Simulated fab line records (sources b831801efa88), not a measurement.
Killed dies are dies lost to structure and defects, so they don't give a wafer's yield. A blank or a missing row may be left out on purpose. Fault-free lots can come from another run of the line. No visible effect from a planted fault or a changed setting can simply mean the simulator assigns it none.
fab line records + flow sky130
record
- lots=5
- wafers=15
- lastDay=49
route steps=708 shown VIA1@460 METAL2@483 PAD_OPEN@708
lots that met no fault: from a run of the same line without faults
startH: hours from the record's opening day to when the first of the lot's shown wafers began + waitH: time in hours since the lot's previous step + " the same as in the row above + L1.1+2: several wafers, shown together as one row + - either no value or no given start + * or withheld: withheld + < > ~ a bound
route shown NAME@n: a module of which the file shows steps, and the number in the route of the first + usual: the fault-free wafers' mean and standard deviation + same: alike in all rows + chamber/n: place in a boat + sites: each site's reading + _std_site: their standard deviation + _edge_site: the outer-site mean with the inner-site mean subtracted + radiusMm: how far each site lies from the wafer's centre + mask NAME#n: copy n + behind: the most recent tool/chamber to have shaped the wafer + hold: cause of the lot's hold/its duration in hours/its outcome + device: which transistor (n, p or np) failed to switch + end of line: at the end of the route, the tests of the same wafers + for a step that has no rows: nothing shown but its recipe + killed: at the first sort, the dies lost to defects and structure; wafer yield is something else + map: shows each die of a wafer: x if killed, . if not, _ if none is there
set.NAME: the setting as run; set.NAME@STEP: as run at that earlier step + model.NAME: the simulator's own value behind a step, which no gauge read
lots seen at some steps along the route; tables by step, rows by wafer
services: when a tool's chamber went out of use (startH, in hours from the record's first day, below 0 if earlier), for how many hours, and the reason
## steps
# step SKY_VIA1_CMP_02
# recipe
- material=SiO2
- downForcePsi=4
- platenRpm=60
- padVelocityMS=0.94248
# step SKY_VIA1_DEHYDRATE_04
# recipe
- tempC=200
- timeS=60
# step SKY_VIA1_HMDS_05
# recipe
- primeTimeS=60
- primeTempC=120
# step SKY_VIA1_COAT_06
# recipe
- resist=BARC
- tempC=withheld
- timeS=withheld
- spinRpm=3000
- resistThkNm=60
# step SKY_VIA1_COAT_07
# recipe
- resist=KrF-thick
- spinRpm=3000
- resistThkNm=450
# step SKY_VIA1_SOFTBAKE_08
# recipe
- tempC=100
- timeS=90
- resist=KrF-thick
# step SKY_VIA1_EXPOSE_09
# recipe
- maskId=VIM
- na=0.8
- sourceShape=annular
- sigmaInner=0.55
- sigmaOuter=0.85
- targetCdNm=150
- doseMj=38
# step SKY_VIA1_PEB_10
# recipe
- pebTempC=withheld
- pebTimeS=withheld
- resist=KrF-thick
# step SKY_VIA1_DEVELOP_11
# recipe
- developTimeS=60
- resist=KrF-thick
- devTempC=21
# step SKY_VIA1_ETCH_14
# recipe
- chemistry=N2/H2
- target=BARC
- ionEnergyEv=200
- sourceW=500
- biasW=100
- pressureMtorr=30
- n2FlowSccm=100
- h2FlowSccm=200
- stopOn=SiO2
- timeS=45.9
- targetDepthA=600
# usual
- drypumpMotorCurrentA=5.6/0.37
- h2FlowSccm=200.1/0.56
- oesProductAu=0.855/0.0044
- throttleValvePct=13.224/0.0086
| lot.wafer | tool       | chamber | startH | waitH | drypumpMotorCurrentA | h2FlowSccm | oesProductAu | rfHoursCounterH | throttleValvePct |
|-----------|------------|---------|--------|-------|----------------------|------------|--------------|-----------------|------------------|
| L362.2    | rieDiel-01 | 2       | 833.44 | 0.0   | 5.5                  | 201.1      | 0.857        | 18              | 13.206           |
| L362.3    | "          | 1       | "      | "     | 5.0                  | 200.5      | 0.852        | 18              | 13.237           |
| L362.5    | "          | 2       | "      | "     | 5.5                  | 201.1      | 0.855        | -               | 13.229           |
| L371.2    | rieDiel-04 | 0       | 902.54 | 0.0   | 5.5                  | 200.5      | 0.855        | 14              | 13.219           |
| L371.3    | "          | 2       | "      | "     | 5.7                  | 200.0      | 0.857        | 15              | 13.206           |
| L371.5    | "          | 3       | "      | "     | 5.4                  | 199.9      | 0.846        | -               | 13.212           |
| L372.1    | rieDiel-04 | 1       | 911.04 | 0.0   | 5.0                  | 201.2      | 0.860        | 0               | 13.230           |
| L372.2    | "          | 0       | "      | "     | 5.6                  | 200.0      | 0.854        | 14              | 13.217           |
| L372.4    | "          | 2       | "      | "     | 5.7                  | 200.4      | 0.852        | 15              | 13.218           |
| L374.1    | rieDiel-04 | 1       | 926.74 | 0.0   | 5.0                  | 200.0      | 0.854        | 1               | 13.234           |
| L374.3    | "          | 0       | "      | "     | 5.5                  | 201.0      | 0.859        | 14              | 13.236           |
| L374.6    | "          | 0       | "      | "     | 5.5                  | 199.9      | 0.859        | -               | 13.234           |
| L376.3    | rieDiel-04 | 1       | 941.77 | 0.0   | 5.0                  | 199.4      | 0.850        | 1               | 13.212           |
| L376.4    | "          | 2       | "      | "     | 5.7                  | 200.3      | 0.855        | 16              | 13.214           |
| L376.5    | "          | 0       | "      | "     | 5.5                  | 199.8      | 0.857        | -               | 13.236           |
# step SKY_VIA1_ETCH_15
# recipe
- target=SiO2
- chemistry=C4F8/O2/Ar
- targetDepthNm=351
- stopOn=TiN
- maskMaterial=KrF-thick
- sourceW=1500
- biasW=1200
- pressureMtorr=40
- c4f8FlowSccm=withheld
- O2_flow_sccm=6
- Ar_flow_sccm=300
- timeS=54
# step SKY_VIA1_STRIP_16
# recipe
- chemistry=O2/N2
- powerW=1400
- pressureMtorr=1500
- platenTempC=withheld
- o2FlowSccm=3000
- n2FlowSccm=300
- overashFraction=0.5
# step SKY_VIA1_STRIP_17
# recipe
- chemistry=postEtchResidueRemover
- timeS=1200
- tempC=72.5
# step SKY_VIA1_CLEAN_18
# recipe
- chemistry=IPA
- timeS=180
- tempC=25
# step SKY_VIA1_CLEAN_19
# recipe
- chemistry=O3/DIW
- dry=n2Spin
# step SKY_VIA1_SPUTTER_20
# recipe
- material=TiN
- targetThkNm=20
- chamberPressurePa=5
- powerW=4000
- timeS=80
# step SKY_VIA1_CVD_21
# recipe
- material=W
- targetThkNm=270
- timeS=80.902
- tempC=400
- pressureTorr=40
# step SKY_VIA1_CMP_24
# recipe
- stopOn=SiO2
- tOverpolishS=15
- downForcePsi=3.5
- platenRpm=60
- targetThkNm=0
- padVelocityMS=0.94248
# step SKY_METAL2_SPUTTER_00
# recipe
- material=Ti
- targetThkNm=15
- powerW=3000
- timeS=10
- chamberPressurePa=0.4
# step SKY_METAL2_SPUTTER_01
# recipe
- material=TiN
- targetThkNm=20
- powerW=6500
- timeS=16.7
- chamberPressurePa=0.4
# step SKY_METAL2_SPUTTER_02
# recipe
- material=AlCu
- targetThkNm=250
- powerW=10600
- timeS=13.3
- chamberPressurePa=0.4
# step SKY_METAL2_SPUTTER_03
# recipe
- material=Ti
- targetThkNm=5
- powerW=3000
- timeS=3.3
- chamberPressurePa=0.4
# step SKY_METAL2_SPUTTER_04
# recipe
- material=TiN
- targetThkNm=70
- powerW=6500
- timeS=58.3
- chamberPressurePa=0.4
# step SKY_METAL2_DEHYDRATE_07
# recipe
- tempC=200
- timeS=60
# step SKY_METAL2_HMDS_08
# recipe
- primeTimeS=60
- primeTempC=120
# step SKY_METAL2_COAT_09
# recipe
- resist=BARC
- tempC=withheld
- timeS=withheld
- spinRpm=3000
- resistThkNm=60
# step SKY_METAL2_COAT_10
# recipe
- resist=KrF-thick
- spinRpm=3000
- resistThkNm=450
# step SKY_METAL2_SOFTBAKE_11
# recipe
- tempC=100
- timeS=90
- resist=KrF-thick
# step SKY_METAL2_EXPOSE_12
# recipe
- maskId=MM2
- na=0.8
- sourceShape=annular
- sigmaInner=0.55
- sigmaOuter=0.85
- targetCdNm=140
- doseMj=28
# step SKY_METAL2_PEB_13
# recipe
- pebTempC=withheld
- pebTimeS=withheld
- resist=KrF-thick
# step SKY_METAL2_DEVELOP_14
# recipe
- developTimeS=60
- resist=KrF-thick
- devTempC=21
# step SKY_METAL2_DESCUM_17
# recipe
- chemistry=O2
- sourcePowerW=150
- biasPowerW=0
- pressureMtorr=10
- tempC=40
- timeS=8
# step SKY_METAL2_ETCH_18
# recipe
- chemistry=N2/H2
- target=BARC
- ionEnergyEv=200
- biasW=100
- pressureMtorr=30
- n2FlowSccm=100
- h2FlowSccm=200
- icpW=500
- stopOn=SiO2
- timeS=45.9
- targetDepthA=600
# step SKY_PAD_OPEN_PROBE_99
# usual
- defectLimitedYield=82.8/2
- killed_at_M0_to_M3=43/7.8
- killed_at_M4_up=3.2/1.9
- killedAtContacts=24/5
- killedAtFrontEnd=14/4.5
- killedAtOther=0.2/0.41
- killedDies=84/9.6
- killedOpen=47/6.9
- killedShort=38/6
- sort_bin_3_pad_short=0.8/0.43
- sort_bin_5_function=10.1/1.4
- sort_bin_6_memory=6.3/1.1
- sortNPass=408/9.6
- sortYieldPct=82.8/2
# same
- grossDies=492
- killedAtBackSide=0
- sort_bin_4_leakage[%]=0
- sort_bin_8_speed[%]=0
| lot.wafer | tool      | chamber | startH  | waitH | hold                    | defectLimitedYield[%] | killed_at_M0_to_M3 | killed_at_M4_up | killedAtContacts | killedAtFrontEnd | killedAtOther | killedDies | killedOpen | killedShort | sort_bin_3_pad_short[%] | sort_bin_5_function[%] | sort_bin_6_memory[%] | sortNPass | sortYieldPct[%] | model.etest.tester.sortNPass | model.etest.tester.sortYieldPct | model.etest.tester.sort_bin_5_pct | model.etest.tester.sort_bin_3_pct |
|-----------|-----------|---------|---------|-------|-------------------------|-----------------------|--------------------|-----------------|------------------|------------------|---------------|------------|------------|-------------|-------------------------|------------------------|----------------------|-----------|-----------------|------------------------------|---------------------------------|-----------------------------------|-----------------------------------|
| L362.2    | prober-02 | -       | 1109.50 | 0.1   | -                       | 82.1                  | 43                 | 6               | 29               | 9                | 1             | 88         | 50         | 38          | 0.6                     | 10.4                   | 6.9                  | 404       | 82.1            | 404                          | 82.11                           | 10.37                             | 0.6098                            |
| L362.3    | prober-02 | -       | 1109.55 | 0.2   | -                       | 82.9                  | 36                 | 4               | 24               | 20               | 0             | 84         | 46         | 38          | 0.6                     | 9.6                    | 6.9                  | 408       | 82.9            | 408                          | 82.93                           | 9.553                             | 0.6098                            |
| L362.5    | prober-02 | -       | 1109.65 | 0.2   | -                       | 83.5                  | 40                 | 3               | 30               | 8                | 0             | 81         | 49         | 32          | 0.4                     | 8.1                    | 7.9                  | 411       | 83.5            | 411                          | 83.54                           | 8.13                              | 0.4065                            |
| L371.2    | prober-01 | -       | 1158.96 | 0.1   | -                       | 81.3                  | 32                 | 0               | 35               | 24               | 1             | 92         | 59         | 33          | 1.2                     | 10.6                   | 6.9                  | 400       | 81.3            | 400                          | 81.3                            | 10.57                             | 1.22                              |
| L371.3    | prober-01 | -       | 1159.01 | 0.2   | -                       | 80.3                  | 56                 | 2               | 21               | 18               | 0             | 97         | 56         | 41          | 1.2                     | 11.8                   | 6.7                  | 395       | 80.3            | 395                          | 80.28                           | 11.79                             | 1.22                              |
| L371.5    | prober-01 | -       | 1159.11 | 0.2   | -                       | 84.3                  | 43                 | 0               | 25               | 9                | 0             | 77         | 48         | 29          | 0.6                     | 9.8                    | 5.3                  | 415       | 84.3            | 415                          | 84.35                           | 9.756                             | 0.6098                            |
| L372.1    | prober-02 | -       | 1168.60 | 0.1   | awaitDispo/3.6h/release | 74.0                  | 90                 | 5               | 20               | 13               | 0             | 128        | 46         | 31          | 1.8                     | 16.7                   | 7.5                  | 364       | 74.0            | 364                          | 73.98                           | 16.67                             | 1.829                             |
| L372.2    | prober-02 | -       | 1168.65 | 0.1   | awaitDispo/3.6h/release | 75.6                  | 85                 | 5               | 16               | 14               | 0             | 120        | 37         | 38          | 2.8                     | 15.7                   | 5.9                  | 372       | 75.6            | 372                          | 75.61                           | 15.65                             | 2.846                             |
| L372.4    | prober-02 | -       | 1168.75 | 0.2   | awaitDispo/3.6h/release | 74.6                  | 84                 | 6               | 25               | 10               | 0             | 125        | 41         | 36          | 3.0                     | 16.1                   | 6.3                  | 367       | 74.6            | 367                          | 74.59                           | 16.06                             | 3.049                             |
| L374.1    | prober-02 | -       | 1177.94 | 0.1   | awaitDispo/2.4h/release | 71.3                  | 102                | 2               | 23               | 14               | 0             | 141        | 52         | 41          | 3.5                     | 17.7                   | 7.5                  | 351       | 71.3            | 351                          | 71.34                           | 17.68                             | 3.455                             |
| L374.3    | prober-02 | -       | 1178.04 | 0.2   | awaitDispo/2.4h/release | 74.8                  | 89                 | 2               | 22               | 11               | 0             | 124        | 45         | 28          | 2.6                     | 15.2                   | 7.3                  | 368       | 74.8            | 368                          | 74.8                            | 15.24                             | 2.642                             |
| L374.6    | prober-02 | -       | 1178.19 | 0.2   | awaitDispo/2.4h/release | 74.8                  | 88                 | 5               | 21               | 10               | 0             | 124        | 50         | 36          | 2.4                     | 16.1                   | 6.7                  | 368       | 74.8            | 368                          | 74.8                            | 16.06                             | 2.439                             |
| L376.3    | prober-02 | -       | 1186.60 | 0.2   | awaitDispo/4.4h/release | 75.2                  | 87                 | 1               | 20               | 13               | 1             | 122        | 45         | 29          | 3.3                     | 16.1                   | 5.5                  | 370       | 75.2            | 370                          | 75.2                            | 16.06                             | 3.252                             |
| L376.4    | prober-02 | -       | 1186.65 | 0.2   | awaitDispo/4.4h/release | 74.0                  | 83                 | 2               | 28               | 15               | 0             | 128        | 41         | 40          | 2.4                     | 15.2                   | 8.3                  | 364       | 74.0            | 364                          | 73.98                           | 15.24                             | 2.439                             |
| L376.5    | prober-02 | -       | 1186.70 | 0.2   | awaitDispo/4.4h/release | 76.0                  | 80                 | 1               | 24               | 13               | 0             | 118        | 44         | 33          | 3.3                     | 14.0                   | 6.7                  | 374       | 76.0            | 374                          | 76.02                           | 14.02                             | 3.252                             |
# killed by level:class
L362.2 VIA1:geometricParticle:open=10 CONTACT:geometricParticle:open=10 VIA1:geometricParticle:short=7 VIA3:geometricParticle:open=7 LI_CONTACT:geometricParticle:open=6 LOCAL_INTERCONNECT:geometricParticle:short=6 METAL1:geometricParticle:short=5 METAL2:geometricParticle:short=4
L362.3 CONTACT:geometricParticle:open=9 VIA3:geometricParticle:open=8 CONTACT:geometricParticle:short=6 VIA1:geometricParticle:open=6 FIELD_ISO:geometricParticle:open=5 POLY_GATE:geometricParticle:short=5 METAL1:geometricParticle:short=5 VIA2:geometricParticle:open=5
L362.5 VIA1:geometricParticle:open=15 LI_CONTACT:geometricParticle:open=10 CONTACT:geometricParticle:open=10 VIA1:geometricParticle:short=6 CONTACT:geometricParticle:short=5 METAL2:geometricParticle:short=4 VIA2:geometricParticle:open=4 VIA3:geometricParticle:open=4
L371.2 CONTACT:geometricParticle:open=12 LI_CONTACT:geometricParticle:open=10 POLY_GATE:geometricParticle:open=7 VIA1:geometricParticle:open=6 VIA2:geometricParticle:open=6 FIELD_ISO:geometricParticle:open=5 FIELD_ISO:geometricParticle:short=4 CONTACT:geometricParticle:short=4
L371.3 VIA1:geometricParticle:open=12 CONTACT:geometricParticle:open=11 VIA3:geometricParticle:open=8 METAL1:geometricParticle:short=8 FIELD_ISO:geometricParticle:open=7 METAL2:geometricParticle:short=7 VIA1:geometricParticle:short=6 POLY_GATE:geometricParticle:short=5
L371.5 VIA1:geometricParticle:open=12 LI_CONTACT:geometricParticle:open=10 CONTACT:geometricParticle:open=8 VIA2:geometricParticle:open=6 VIA1:geometricParticle:short=5 VIA3:geometricParticle:open=5 METAL1:geometricParticle:short=4 METAL2:geometricParticle:short=4
L372.1 VIA1:unspecified=51 VIA2:geometricParticle:open=11 LI_CONTACT:geometricParticle:open=8 VIA1:geometricParticle:open=8 LOCAL_INTERCONNECT:geometricParticle:short=5 METAL2:geometricParticle:short=5 METAL4:geometricParticle:short=5 FIELD_ISO:geometricParticle:open=4
L372.2 VIA1:unspecified=45 VIA1:geometricParticle:open=8 VIA3:geometricParticle:open=8 FIELD_ISO:geometricParticle:short=5 CONTACT:geometricParticle:short=5 METAL4:geometricParticle:short=5 LI_CONTACT:geometricParticle:open=4 CONTACT:geometricParticle:open=4
L372.4 VIA1:unspecified=48 VIA1:geometricParticle:open=11 CONTACT:geometricParticle:open=9 VIA2:geometricParticle:open=5 LI_CONTACT:geometricParticle:open=5 METAL4:geometricParticle:short=4 VIA1:geometricParticle:short=4 CONTACT:geometricParticle:short=4
L374.1 VIA1:unspecified=48 VIA1:geometricParticle:open=13 METAL2:geometricParticle:short=10 CONTACT:geometricParticle:open=8 LI_CONTACT:geometricParticle:open=8 VIA2:geometricParticle:open=7 METAL1:geometricParticle:short=6 POLY_GATE:geometricParticle:open=4
L374.3 VIA1:unspecified=51 VIA1:geometricParticle:open=14 CONTACT:geometricParticle:open=10 LOCAL_INTERCONNECT:geometricParticle:short=6 VIA2:geometricParticle:open=6 FIELD_ISO:geometricParticle:short=4 POLY_GATE:geometricParticle:open=4 LI_CONTACT:geometricParticle:open=3
L374.6 VIA1:unspecified=38 VIA1:geometricParticle:open=13 VIA2:geometricParticle:open=13 LI_CONTACT:geometricParticle:open=7 VIA1:geometricParticle:short=7 METAL2:geometricParticle:short=5 FIELD_ISO:geometricParticle:open=4 CONTACT:geometricParticle:open=4
L376.3 VIA1:unspecified=48 VIA1:geometricParticle:open=11 CONTACT:geometricParticle:open=8 VIA3:geometricParticle:open=6 LI_CONTACT:geometricParticle:open=5 VIA1:geometricParticle:short=5 METAL3:geometricParticle:short=4 CONTACT:geometricParticle:short=4
L376.4 VIA1:unspecified=47 LI_CONTACT:geometricParticle:open=11 CONTACT:geometricParticle:open=7 VIA1:geometricParticle:short=6 METAL2:geometricParticle:short=6 POLY_GATE:geometricParticle:short=5 VIA1:geometricParticle:open=5 VIA2:geometricParticle:short=5
L376.5 VIA1:unspecified=41 VIA1:geometricParticle:open=8 CONTACT:geometricParticle:open=7 VIA2:geometricParticle:open=6 LI_CONTACT:geometricParticle:open=5 CONTACT:geometricParticle:short=5 VIA3:geometricParticle:open=5 LI_CONTACT:geometricParticle:short=4
# map L372.1 (x killed, . not)
__________.........._________
________.x.....x....x._______
______.xxx.......x....x._____
_____...xx...xx....x.....____
____...x...x.x.x.xxxx....x___
___......xx.......x......x.__
__..................x..x...._
_.x...........xxx....x....x..
_x...........................
_....x........x...x........x.
_..x.......x..xx.x..x...x.x.x
_...xxx......................
_....xxx....x................
_.xxxxxxxx.x..xx.........xx..
_x.xxxxxxxxx.....x......x....
__xxxxxxxxx.x..xx.......x.x._
___xxxxxxx.xx.....x........__
____xxxxx.x......xx.......___
_____xxxxxx........xx....____
______...x..xx...x.xx..._____
________.............._______
__________...x....x._________
# map L374.1 (x killed, . not)
__________......x..._________
________..x...x.x...x._______
______.x.x......x.x....x_____
_____x........x.x....xxx.____
____..........x..x........___
___.x....x.x....x......x...__
__.x.x.........x...x........_
_xxx.........x..x.x.....x....
_......x.x...x...x........x..
_x.x.x..xxxxx......x...x.....
_.x......x.....x.............
_...xxxx......xxx............
_.x.xxxxxx...xxx..x......x..x
_.x.xxxxxxx.............x....
_.x.xxxxxxx......x.x..x......
__xxxxxxxxx..x.x...........x_
___xxxxxxxxx.x..x..........__
____xxxxxxx.....x.....x..x___
_____.xxx.......x...x...x____
______x.xx..x..........._____
________........x...xx_______
__________x.x.....x._________
## services
| tool       | chamber | startH | hours | kind          |
|------------|---------|--------|-------|---------------|
| rieDiel-01 | 3       | 836.90 | -     | clean         |
| rieDiel-01 | 3       | 836.90 | 13.7  | scheduledDown |
| rieDiel-01 | 3       | 836.90 | 13.7  | ventCycle     |
| rieDiel-01 | 2       | 839.34 | 49.8  | repair        |
| rieDiel-04 | 1       | 872.79 | -     | clean         |
| rieDiel-04 | 1       | 872.79 | 16.6  | scheduledDown |
| rieDiel-04 | 1       | 872.79 | 16.6  | ventCycle     |
| rieDiel-04 | 1       | 895.56 | 2.7   | repair        |
## key
firstSign
- step=SKY_PAD_OPEN_PROBE_99
- reading=killed_at_M0_to_M3
- direction=up
- sigmas=5.7
- usual=43
- struck=88
effect
- step=SKY_PAD_OPEN_PROBE_99
- reading=sort_bin_3_pad_short
- direction=up
- sigmas=4.6
- usual=0.8
- struck=2.8
- wafersMoved=8
modelEffect
- step=SKY_PAD_OPEN_PROBE_99
- value=etest.tester.sortNPass
- without=406
- struck=366.4
metAt SKY_VIA1_ETCH_14
struckWafers L372.1,L372.2,L372.4,L374.1,L374.3,L374.6,L376.3,L376.4,L376.5
onsetBetween 902.54 911.04
alsoFits time
fault
- kind=chamberParticleSource
- tool=rieDiel-04
- chamber=-
- onsetH=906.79
- steps=SKY_VIA1_ETCH_14
- ratePerVisitCm2=0.76106
- endH=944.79
